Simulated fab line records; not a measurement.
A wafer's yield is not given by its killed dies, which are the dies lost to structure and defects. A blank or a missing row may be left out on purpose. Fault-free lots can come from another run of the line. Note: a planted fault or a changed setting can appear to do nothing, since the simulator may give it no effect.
What tool caused it? / flow gf180mcu / 13 lots, 39 wafers sampled, at 6 steps of a route of 602

== WHAT EACH GAUGE READ, for each wafer ==
GF_STI_THK_MEAS_30.
lot=L633; measured=day 2 06:38; on=film metro-01; STI_OXIDATION_02_THK (nm)=9.87 9.96 9.94
lot=L637; measured=day 3 04:13; on=film metro-03; STI_OXIDATION_02_THK (nm)=10.26 10.20 10.11
lot=L638; measured=day 3 07:41; on=film metro-04; STI_OXIDATION_02_THK (nm)=9.79 9.84 10.03
lot=L639; measured=day 3 16:24; on=film metro-03; STI_OXIDATION_02_THK (nm)=10.13 10.10 10.27
lot=L641; measured=day 3 22:56; on=film metro-04; STI_OXIDATION_02_THK (nm)=10.18 10.04 10.05
lot=L642; measured=day 4 04:05; on=film metro-04; STI_OXIDATION_02_THK (nm)=10.22 10.07 10.31
lot=L646; measured=day 5 03:09; on=film metro-03; STI_OXIDATION_02_THK (nm)=10.28 9.99 9.86
lot=L649; measured=day 5 18:20; on=film metro-04; STI_OXIDATION_02_THK (nm)=9.98 10.20 10.05
lot=L650; measured=day 5 22:41; on=film metro-03; STI_OXIDATION_02_THK (nm)=9.98 9.89 9.99
lot=L651; measured=day 6 02:55; on=film metro-04; STI_OXIDATION_02_THK (nm)=10.42 10.23 10.18
lot=L652; measured=day 6 09:10; on=film metro-03; STI_OXIDATION_02_THK (nm)=10.06 9.95 10.00
lot=L653; measured=day 6 13:41; on=film metro-01; STI_OXIDATION_02_THK (nm)=9.85 9.91 9.73
lot=L655; measured=day 7 01:56; on=film metro-04; STI_OXIDATION_02_THK (nm)=10.23 10.12 10.15

GF_NWELL_TW_MEAS_11.
lot=L633; measured=day 3 08:23; on=film metro-01; NWELL_TW=1557 1565 1570
lot=L637; measured=day 4 07:41; on=film metro-02; NWELL_TW=1576 1583 1573
lot=L638; measured=day 4 10:28; on=film metro-04; NWELL_TW=1577 1576 1579
lot=L639; measured=day 4 20:34; on=film metro-01; NWELL_TW=1557 1561 1558
lot=L641; measured=day 5 02:55; on=film metro-04; NWELL_TW=1581 1578 1575
lot=L642; measured=day 5 08:29; on=film metro-04; NWELL_TW=1590 1585 1591
lot=L646; measured=day 6 09:13; on=film metro-02; NWELL_TW=1632 1636 1631
lot=L649; measured=day 7 01:42; on=film metro-02; NWELL_TW=1625 1632 1626
lot=L650; measured=day 7 05:51; on=film metro-02; NWELL_TW=1629 1645 1630
lot=L651; measured=day 7 10:16; on=film metro-01; NWELL_TW=1549 1552 1554
lot=L652; measured=day 7 17:07; on=film metro-04; NWELL_TW=1597 1595 1586
lot=L653; measured=day 7 22:50; on=film metro-02; NWELL_TW=1572 1558 1565
lot=L655; measured=day 8 11:21; on=film metro-02; NWELL_TW=1562 1561 1568

GF_VT_IMPLANT_RS_MEAS_47: the measuring method here is four-point-probe.
lot=L633; measured=day 7 16:58; on=film metro-02; NWELL_RS (ohm/sq)=489.1 487.3 487.0
lot=L637; measured=day 8 20:41; on=film metro-01; NWELL_RS (ohm/sq)=487.3 486.4 487.3
lot=L638; measured=day 9 01:03; on=film metro-01; NWELL_RS (ohm/sq)=486.3 487.2 487.2
lot=L639; measured=day 9 13:22; on=film metro-02; NWELL_RS (ohm/sq)=489.0 490.1 490.1
lot=L641; measured=day 9 20:07; on=film metro-04; NWELL_RS (ohm/sq)=488.0 488.6 486.6
lot=L642; measured=day 10 03:18; on=film metro-04; NWELL_RS (ohm/sq)=485.4 484.7 486.2
lot=L646; measured=day 11 10:05; on=film metro-04; NWELL_RS (ohm/sq)=430.0 428.7 429.8
lot=L649; measured=day 12 06:02; on=film metro-02; NWELL_RS (ohm/sq)=429.6 430.4 431.4
lot=L650; measured=day 12 12:07; on=film metro-02; NWELL_RS (ohm/sq)=431.7 431.3 430.5
lot=L651; measured=day 12 18:15; on=film metro-04; NWELL_RS (ohm/sq)=487.5 487.4 487.5
lot=L652; measured=day 13 01:56; on=film metro-01; NWELL_RS (ohm/sq)=486.6 486.6 488.3
lot=L653; measured=day 13 10:08; on=film metro-02; NWELL_RS (ohm/sq)=487.0 487.2 488.7
lot=L655; measured=day 14 00:14; on=film metro-02; NWELL_RS (ohm/sq)=489.8 489.8 488.6

== WHICH TOOL RAN EACH LOT (tool, then ch and the chambers of the sampled wafers, then the start) ==
lot=L633; GF_STI_ETCH_14=rie si-01 ch 1,2, day 2 02:28; GF_STI_CMP_25=cmp-02 ch 1,2, day 2 04:20; GF_NWELL_IMPLANT_09=implanter-03 ch 0, day 3 08:09
lot=L637; GF_STI_ETCH_14=rie si-02 ch 0,1, day 2 22:19; GF_STI_CMP_25=cmp-01 ch 1,2,3, day 3 01:58; GF_NWELL_IMPLANT_09=implanter-03 ch 0, day 4 07:27
lot=L638; GF_STI_ETCH_14=rie si-01 ch 1,2,3, day 3 03:32; GF_STI_CMP_25=cmp-01 ch 1,2,3, day 3 05:23; GF_NWELL_IMPLANT_09=implanter-02 ch 0, day 4 10:13
lot=L639; GF_STI_ETCH_14=rie si-02 ch 0,2,3, day 3 11:23; GF_STI_CMP_25=cmp-02 ch 0,2,3, day 3 13:21; GF_NWELL_IMPLANT_09=implanter-03 ch 0, day 4 20:19
lot=L641; GF_STI_ETCH_14=rie si-01 ch 0,3, day 3 18:47; GF_STI_CMP_25=cmp-01 ch 0,2,3, day 3 20:38; GF_NWELL_IMPLANT_09=implanter-01 ch 0, day 5 02:40
lot=L642; GF_STI_ETCH_14=rie si-02 ch 0,2, day 3 23:53; GF_STI_CMP_25=cmp-01 ch 0,1,2, day 4 01:47; GF_NWELL_IMPLANT_09=implanter-01 ch 0, day 5 08:16
lot=L646; GF_STI_ETCH_14=rie si-01 ch 2,3, day 4 20:53; GF_STI_CMP_25=cmp-01 ch 1,2, day 4 23:14; GF_NWELL_IMPLANT_09=implanter-02 ch 0, day 6 08:40
lot=L649; GF_STI_ETCH_14=rie si-01 ch 1,3, day 5 14:05; GF_STI_CMP_25=cmp-02 ch 1,3, day 5 15:59; GF_NWELL_IMPLANT_09=implanter-01 ch 0, day 7 01:10
lot=L650; GF_STI_ETCH_14=rie si-02 ch 0,2, day 5 18:29; GF_STI_CMP_25=cmp-01 ch 1,2,3, day 5 20:29; GF_NWELL_IMPLANT_09=implanter-03 ch 0, day 7 05:18
lot=L651; GF_STI_ETCH_14=rie si-02 ch 1,2,3, day 5 22:29; GF_STI_CMP_25=cmp-01 ch 1,3, day 6 00:20; GF_NWELL_IMPLANT_09=implanter-01 ch 0, day 7 10:01
lot=L652; GF_STI_ETCH_14=rie si-01 ch 0,2, day 6 03:20; GF_STI_CMP_25=cmp-02 ch 1,2,3, day 6 05:17; GF_NWELL_IMPLANT_09=implanter-02 ch 0, day 7 16:52
lot=L653; GF_STI_ETCH_14=rie si-01 ch 0,1,2, day 6 09:20; GF_STI_CMP_25=cmp-01 ch 0,1, day 6 11:11; GF_NWELL_IMPLANT_09=implanter-02 ch 0, day 7 22:36
lot=L655; GF_STI_ETCH_14=rie si-01 ch 1,2,3, day 6 21:47; GF_STI_CMP_25=cmp-02 ch 0,3, day 6 23:38; GF_NWELL_IMPLANT_09=implanter-03 ch 0, day 8 11:08
- GF_STI_ETCH_14: etches Si in HBr/Cl2/O2, target depth 360 nm, time 102.9 s.
- GF_STI_CMP_25: polishes, stops on Si3N4, t overpolish 33 s, target thk 524.6 nm.
- GF_NWELL_IMPLANT_09

== AS READ BY THE TOOLS THEMSELVES (means over the sampled wafers that have a number; for cases with no such wafer, the mark the record gives instead) ==
GF_STI_ETCH_14.
lot=L633; tool=rie si-01; drypump motor current A (A)=6.0; oes product au (a.u.)=1.011; throttle valve pct (%)=25.637
lot=L637; tool=rie si-02; drypump motor current A (A)=6.3; oes product au (a.u.)=0.988; throttle valve pct (%)=25.660
lot=L638; tool=rie si-01; drypump motor current A (A)=5.9; oes product au (a.u.)=0.994; throttle valve pct (%)=25.671
lot=L639; tool=rie si-02; drypump motor current A (A)=5.7; oes product au (a.u.)=0.988; throttle valve pct (%)=25.665
lot=L641; tool=rie si-01; drypump motor current A (A)=5.7; oes product au (a.u.)=0.990; throttle valve pct (%)=25.661
lot=L642; tool=rie si-02; drypump motor current A (A)=5.6; oes product au (a.u.)=0.973; throttle valve pct (%)=25.687
lot=L646; tool=rie si-01; drypump motor current A (A)=5.6; oes product au (a.u.)=0.997; throttle valve pct (%)=25.654
lot=L649; tool=rie si-01; drypump motor current A (A)=6.1; oes product au (a.u.)=1.000; throttle valve pct (%)=25.653
lot=L650; tool=rie si-02; drypump motor current A (A)=5.4; oes product au (a.u.)=0.985; throttle valve pct (%)=25.662
lot=L651; tool=rie si-02; drypump motor current A (A)=6.1; oes product au (a.u.)=0.987; throttle valve pct (%)=25.665
lot=L652; tool=rie si-01; drypump motor current A (A)=5.9; oes product au (a.u.)=1.004; throttle valve pct (%)=25.645
lot=L653; tool=rie si-01; drypump motor current A (A)=6.0; oes product au (a.u.)=0.997; throttle valve pct (%)=25.659
lot=L655; tool=rie si-01; drypump motor current A (A)=5.9; oes product au (a.u.)=0.993; throttle valve pct (%)=25.652

GF_STI_CMP_25.
lot=L633; tool=cmp-02; motor current A (A)=12.7; overpolish run s (s)=33.007; time to endpoint s (s)=117
lot=L637; tool=cmp-01; motor current A (A)=11.9; overpolish run s (s)=33.003; time to endpoint s (s)=119
lot=L638; tool=cmp-01; motor current A (A)=12.2; overpolish run s (s)=32.992; time to endpoint s (s)=119
lot=L639; tool=cmp-02; motor current A (A)=12.5; overpolish run s (s)=32.997; time to endpoint s (s)=126
lot=L641; tool=cmp-01; motor current A (A)=12.0; overpolish run s (s)=32.992; time to endpoint s (s)=121
lot=L642; tool=cmp-01; motor current A (A)=12.2; overpolish run s (s)=33.005; time to endpoint s (s)=119
lot=L646; tool=cmp-01; motor current A (A)=12.4; overpolish run s (s)=33.008; time to endpoint s (s)=113
lot=L649; tool=cmp-02; motor current A (A)=12.0; overpolish run s (s)=32.995; time to endpoint s (s)=126
lot=L650; tool=cmp-01; motor current A (A)=12.4; overpolish run s (s)=33.001; time to endpoint s (s)=119
lot=L651; tool=cmp-01; motor current A (A)=11.5; overpolish run s (s)=32.989; time to endpoint s (s)=118
lot=L652; tool=cmp-02; motor current A (A)=12.4; overpolish run s (s)=33.000; time to endpoint s (s)=131
lot=L653; tool=cmp-01; motor current A (A)=11.8; overpolish run s (s)=32.997; time to endpoint s (s)=113
lot=L655; tool=cmp-02; motor current A (A)=11.9; overpolish run s (s)=32.995; time to endpoint s (s)=130

== THE ANSWER, worked out from the rows above alone ==
Rule: usual is defined by the lots themselves. Put in order of their means at a reading, lots are off if they are a third of the lots or fewer, leave a main group of 4 or more, and stand apart from it by a gap of 3 or more times the standard deviation of the main group's means; of several such gaps the widest counts. Not used: any main group whose means are identical at the precision the tables above print for the reading. A lot without any number at a reading at which 4 lots or more have one is off too. Where the step has rows for the other lots, those lots are counted as sound. The gauges are gone through in route order, then the tools' own readings, and for those a lot's mean is taken as printed above. At the first step where some lot is off, the reading lying furthest off is the one used; lots without a number count as furthest.
Off: L646, L649, L650, seen at GF_VT_IMPLANT_RS_MEAS_47 (NWELL_RS). The main group has a mean of 487.6 ohm/sq with a standard deviation of 1.2.
A tool fits if, at a process step before that reading, it ran every lot that is off, and no sound lot after the first of them. The gauges at GF_VT_IMPLANT_RS_MEAS_47 are tried like those tools. None of those tried fits.

== WHAT HAD BEEN PUT IN BY THE SIMULATOR ==
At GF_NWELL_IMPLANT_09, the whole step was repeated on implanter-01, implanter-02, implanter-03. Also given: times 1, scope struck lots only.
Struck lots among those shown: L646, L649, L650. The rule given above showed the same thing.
